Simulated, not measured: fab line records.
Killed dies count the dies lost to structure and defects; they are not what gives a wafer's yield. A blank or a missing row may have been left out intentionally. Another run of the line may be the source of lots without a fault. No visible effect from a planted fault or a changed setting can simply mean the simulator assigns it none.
Which of the tools did it? + flow gf180mcu + 14 lots, 42 wafers sampled, at 6 steps of a route of 602

## WHAT THE GAUGES READ, wafer by wafer
GF_V2_OVL_MEAS_15. Usual: V2_OVL -3 nm, standard deviation 4.4.
| lot  | measured     | on         | V2_OVL (nm) | flag |
|------|--------------|------------|-------------|------|
| L865 | day 20 03:17 | overlay-01 | 3 3 2       |      |
| L868 | day 21 10:07 | overlay-01 | -4 -7 -1    |      |
| L869 | day 21 20:26 | overlay-01 | -9 -5 -8    |      |
| L870 | day 22 03:31 | overlay-01 | -3 -8 -10   |      |
| L871 | day 22 08:31 | overlay-01 | 1 0 3       |      |
| L872 | day 22 18:52 | overlay-01 | -3 -4 -3    |      |
| L873 | day 22 23:19 | overlay-02 | -4 -2 -9    |      |
| L882 | day 26 08:28 | overlay-02 | -5 -4 -2    |      |
| L883 | day 26 15:08 | overlay-02 | -11 -8 0    |      |
| L884 | day 26 22:28 | overlay-01 | -11 -3 -3   |      |
| L885 | day 27 04:37 | overlay-01 | -9 -4 -5    |      |
| L886 | day 27 11:55 | overlay-01 | -3 1 -2     |      |
| L887 | day 27 16:02 | overlay-01 | -2 1 -8     |      |
| L888 | day 27 23:39 | overlay-01 | -2 5 1      |      |

GF_V2_RS_MEAS_24: uses a four-point probe to measure. Usual: V2_W_RS 0.328 ohm/sq, standard deviation 0.0049.
| lot  | measured     | on            | V2_W_RS (ohm/sq)     | flag |
|------|--------------|---------------|----------------------|------|
| L865 | day 20 04:13 | film_metro-01 | 0.333 0.337 0.335    |      |
| L868 | day 21 11:04 | film_metro-01 | 0.332 0.327 0.326    |      |
| L869 | day 21 21:22 | film_metro-01 | 0.326 0.336 0.322    |      |
| L870 | day 22 04:49 | film_metro-04 | 0.323 0.337 0.333    |      |
| L871 | day 22 09:50 | film_metro-04 | 0.334 0.325 0.325    |      |
| L872 | day 22 19:49 | film_metro-01 | 0.329 0.324 0.336    |      |
| L873 | day 23 00:19 | film_metro-01 | 0.329 0.332 0.326    |      |
| L882 | day 26 09:26 | film_metro-01 | 44.563 44.318 43.915 | OFF  |
| L883 | day 26 16:08 | film_metro-04 | 43.897 43.509 43.366 | OFF  |
| L884 | day 26 23:25 | film_metro-01 | 0.333 0.321 0.332    |      |
| L885 | day 27 05:32 | film_metro-04 | 0.324 0.330 0.333    |      |
| L886 | day 27 12:53 | film_metro-04 | 0.320 0.319 0.319    |      |
| L887 | day 27 17:00 | film_metro-04 | 0.319 0.332 0.323    |      |
| L888 | day 28 00:41 | film_metro-04 | 0.332 0.326 0.330    |      |

GF_V2_THK_MEAS_25: measures by xrf. Usual: V2_W_THK 342 nm, standard deviation 5.4.
| lot  | measured     | on            | V2_W_THK (nm) | flag |
|------|--------------|---------------|---------------|------|
| L865 | day 20 04:20 | film_metro-01 | 341 335 335   |      |
| L868 | day 21 11:09 | film_metro-01 | 334 339 340   |      |
| L869 | day 21 21:29 | film_metro-01 | 341 329 345   |      |
| L870 | day 22 04:55 | film_metro-04 | 348 335 338   |      |
| L871 | day 22 09:56 | film_metro-04 | 338 348 348   |      |
| L872 | day 22 19:55 | film_metro-01 | 342 348 338   |      |
| L873 | day 23 00:26 | film_metro-01 | 344 339 345   |      |
| L882 | day 26 09:33 | film_metro-01 | - <0 <0       | OFF  |
| L883 | day 26 16:15 | film_metro-04 | <0 - <0       | OFF  |
| L884 | day 26 23:31 | film_metro-01 | 336 348 336   |      |
| L885 | day 27 05:39 | film_metro-04 | 347 340 337   |      |
| L886 | day 27 13:00 | film_metro-04 | 351 350 353   |      |
| L887 | day 27 17:07 | film_metro-04 | 350 338 347   |      |
| L888 | day 28 00:47 | film_metro-04 | 340 345 343   |      |

## WHAT TOOL EACH LOT RAN ON (gives the tool, then ch and the chambers of the sampled wafers, and finally the start)
| lot  | GF_M2_METAL_ETCH_16               | GF_V2_CMP_04                  | GF_V2_CVD_23                  |
|------|-----------------------------------|-------------------------------|-------------------------------|
| L865 | rie_metal-01 ch 0,1, day 19 01:05 | cmp-02 ch 1,2, day 19 02:03   | cvd_w-01 ch 0, day 20 04:05   |
| L868 | rie_metal-03 ch 0,1, day 20 08:47 | cmp-02 ch 0,1,3, day 20 09:50 | cvd_w-02 ch 0,1, day 21 10:55 |
| L869 | rie_metal-01 ch 0, day 20 19:05   | cmp-01 ch 1,3, day 20 20:08   | cvd_w-01 ch 0,1, day 21 21:14 |
| L870 | rie_metal-03 ch 0,1, day 21 02:26 | cmp-01 ch 0,2,3, day 21 03:21 | cvd_w-01 ch 0,1, day 22 04:41 |
| L871 | rie_metal-04 ch 0,1, day 21 07:47 | cmp-02 ch 1,2,3, day 21 08:45 | cvd_w-02 ch 0,1, day 22 09:43 |
| L872 | rie_metal-03 ch 1, day 21 18:38   | cmp-01 ch 1,2, day 21 19:37   | cvd_w-01 ch 0,1, day 22 19:41 |
| L873 | rie_metal-04 ch 0, day 21 22:53   | cmp-02 ch 2,3, day 21 23:50   | cvd_w-02 ch 0,1, day 23 00:08 |
| L882 | rie_metal-04 ch 0, day 25 10:02   | cmp-02 ch 0,1,3, day 25 11:01 | cvd_w-01 ch 0,1, day 26 09:16 |
| L883 | rie_metal-01 ch 1, day 25 16:47   | cmp-01 ch 0,2,3, day 25 17:53 | cvd_w-01 ch 0,1, day 26 15:56 |
| L884 | rie_metal-01 ch 1, day 25 23:58   | cmp-02 ch 0,1,2, day 26 01:04 | cvd_w-01 ch 0,1, day 26 23:18 |
| L885 | rie_metal-01 ch 1, day 26 06:50   | cmp-02 ch 0,3, day 26 07:55   | cvd_w-02 ch 0,1, day 27 05:25 |
| L886 | rie_metal-04 ch 0,1, day 26 14:21 | cmp-01 ch 0,1, day 26 15:15   | cvd_w-01 ch 1, day 27 12:45   |
| L887 | rie_metal-01 ch 0,1, day 26 18:42 | cmp-02 ch 1,2, day 26 19:39   | cvd_w-01 ch 0,1, day 27 16:52 |
| L888 | rie_metal-01 ch 0,1, day 27 02:32 | cmp-01 ch 0,1,2, day 27 03:32 | cvd_w-02 ch 0,1, day 28 00:30 |
- GF_M2_METAL_ETCH_16: etches the open film in Cl2/BCl3, stops on SiO2, target depth 627.5 nm, time 104.6 s.
- GF_V2_CMP_04: polishes SiO2.
- GF_V2_CVD_23: deposits W, target thk 350 nm, time 104.94 s.

## AS READ BY THE TOOLS THEMSELVES (means over the sampled wafers that have a number; for cases with no such wafer, the mark the record gives instead)
GF_M2_METAL_ETCH_16. Usual: drypump_motor_current_A 6.0 A, standard deviation 0.6; mfc_cl2_sccm 80.04 sccm, standard deviation 0.24; oes_product_au 0.972 a.u., standard deviation 0.0061; throttle_valve_pct 28.250 %, standard deviation 0.01.
| lot  | tool         | drypump_motor_current_A (A) | mfc_cl2_sccm (sccm) | oes_product_au (a.u.) | throttle_valve_pct (%) | flag |
|------|--------------|-----------------------------|---------------------|-----------------------|------------------------|------|
| L865 | rie_metal-01 | 5.8                         | 80.23               | 0.977                 | 28.250                 |      |
| L868 | rie_metal-03 | 6.6                         | 79.80               | 0.970                 | 28.262                 |      |
| L869 | rie_metal-01 | 5.5                         | 80.11               | 0.969                 | 28.244                 |      |
| L870 | rie_metal-03 | 6.6                         | 80.12               | 0.978                 | 28.262                 |      |
| L871 | rie_metal-04 | 5.3                         | 80.03               | 0.981                 | 28.244                 |      |
| L872 | rie_metal-03 | 6.7                         | 79.90               | 0.973                 | 28.244                 |      |
| L873 | rie_metal-04 | 6.4                         | 79.88               | 0.979                 | 28.249                 |      |
| L882 | rie_metal-04 | 6.4                         | 80.29               | 0.969                 | 28.250                 |      |
| L883 | rie_metal-01 | 5.9                         | 80.23               | 0.971                 | 28.241                 |      |
| L884 | rie_metal-01 | 5.9                         | 79.78               | 0.971                 | 28.257                 |      |
| L885 | rie_metal-01 | 5.9                         | 80.11               | 0.967                 | 28.247                 |      |
| L886 | rie_metal-04 | 5.3                         | 80.34               | 0.966                 | 28.254                 |      |
| L887 | rie_metal-01 | 5.6                         | 79.99               | 0.972                 | 28.253                 |      |
| L888 | rie_metal-01 | 5.6                         | 79.92               | 0.972                 | 28.249                 |      |

GF_V2_CMP_04. Usual: motor_current_A 11.7 A, standard deviation 1.1; retaining_ring_pressure_frac 1.000, standard deviation 0.0051; slurry_flow_ml_min 150.0, standard deviation 0.44; time_to_endpoint_s 79 s, standard deviation 5.6.
| lot  | tool   | motor_current_A (A) | retaining_ring_pressure_frac | slurry_flow_ml_min | time_to_endpoint_s (s) | flag |
|------|--------|---------------------|------------------------------|--------------------|------------------------|------|
| L865 | cmp-02 | 11.6                | 1.001                        | 150.1              | 77                     |      |
| L868 | cmp-02 | 11.6                | 1.003                        | 149.9              | 79                     |      |
| L869 | cmp-01 | 11.5                | 0.996                        | 149.5              | 79                     |      |
| L870 | cmp-01 | 11.6                | 1.003                        | 150.0              | 75                     |      |
| L871 | cmp-02 | 11.4                | 0.999                        | 149.8              | 75                     |      |
| L872 | cmp-01 | 10.5                | 1.000                        | 149.8              | 80                     |      |
| L873 | cmp-02 | 11.0                | 0.992                        | 150.2              | 78                     |      |
| L882 | cmp-02 | 11.7                | 1.003                        | 149.7              | 80                     |      |
| L883 | cmp-01 | 12.1                | 0.995                        | 150.2              | 81                     |      |
| L884 | cmp-02 | 12.2                | 1.003                        | 150.0              | 84                     |      |
| L885 | cmp-02 | 12.4                | 0.996                        | 150.2              | 86                     |      |
| L886 | cmp-01 | 12.0                | 0.997                        | 149.6              | 80                     |      |
| L887 | cmp-02 | 11.3                | 1.004                        | 150.1              | 84                     |      |
| L888 | cmp-01 | 11.5                | 0.993                        | 150.0              | 83                     |      |

GF_V2_CVD_23. Usual: chamber_pressure_Torr 40.00 Torr, standard deviation 0.094; heater_power_outer_w 515 W, standard deviation 91; heater_power_w 850 W, standard deviation 130.
| lot  | tool     | chamber_pressure_Torr (Torr) | heater_power_outer_w (W) | heater_power_w (W) | flag |
|------|----------|------------------------------|--------------------------|--------------------|------|
| L865 | cvd_w-01 | 40.08                        | 430                      | 716                |      |
| L868 | cvd_w-02 | 39.91                        | 478                      | 814                |      |
| L869 | cvd_w-01 | 40.02                        | 583                      | 909                |      |
| L870 | cvd_w-01 | 40.05                        | 503                      | 826                |      |
| L871 | cvd_w-02 | 40.14                        | 477                      | 801                |      |
| L872 | cvd_w-01 | 39.91                        | 577                      | 926                |      |
| L873 | cvd_w-02 | 40.04                        | 487                      | 817                |      |
| L882 | cvd_w-01 | -                            | -                        | -                  | OFF  |
| L883 | cvd_w-01 | -                            | -                        | -                  | OFF  |
| L884 | cvd_w-01 | 40.10                        | 504                      | 828                |      |
| L885 | cvd_w-02 | 39.96                        | 484                      | 816                |      |
| L886 | cvd_w-01 | 39.87                        | 656                      | 1032               |      |
| L887 | cvd_w-01 | 39.99                        | 578                      | 934                |      |
| L888 | cvd_w-02 | 39.96                        | 484                      | 826                |      |

## THE ANSWER, worked out from the rows above alone
Rule: lot off if the mean of its wafers having a number is beyond 3 standard deviations from the usual mean. A lot without any number at a reading at which 4 lots or more have one is off too. All remaining lots with rows at the step are treated as sound. Order of review: gauges by route order, followed by the tools' own readings, for which a lot's mean as printed above is used. At the first step where some lot is off, the reading lying furthest off is the one used; lots without a number count as furthest.
Off: at GF_V2_RS_MEAS_24 (V2_W_RS), L882, L883.
A tool fits if, at a process step before that reading, it ran every lot that is off, and no sound lot after the first of them. Not tried: the gauges at GF_V2_RS_MEAS_24; whatever is off there is also off at GF_V2_CVD_23, on other tools, and gauge error can't account for it. Not one of the candidates tried fits.

## WHAT WAS PUT IN BY THE SIMULATOR
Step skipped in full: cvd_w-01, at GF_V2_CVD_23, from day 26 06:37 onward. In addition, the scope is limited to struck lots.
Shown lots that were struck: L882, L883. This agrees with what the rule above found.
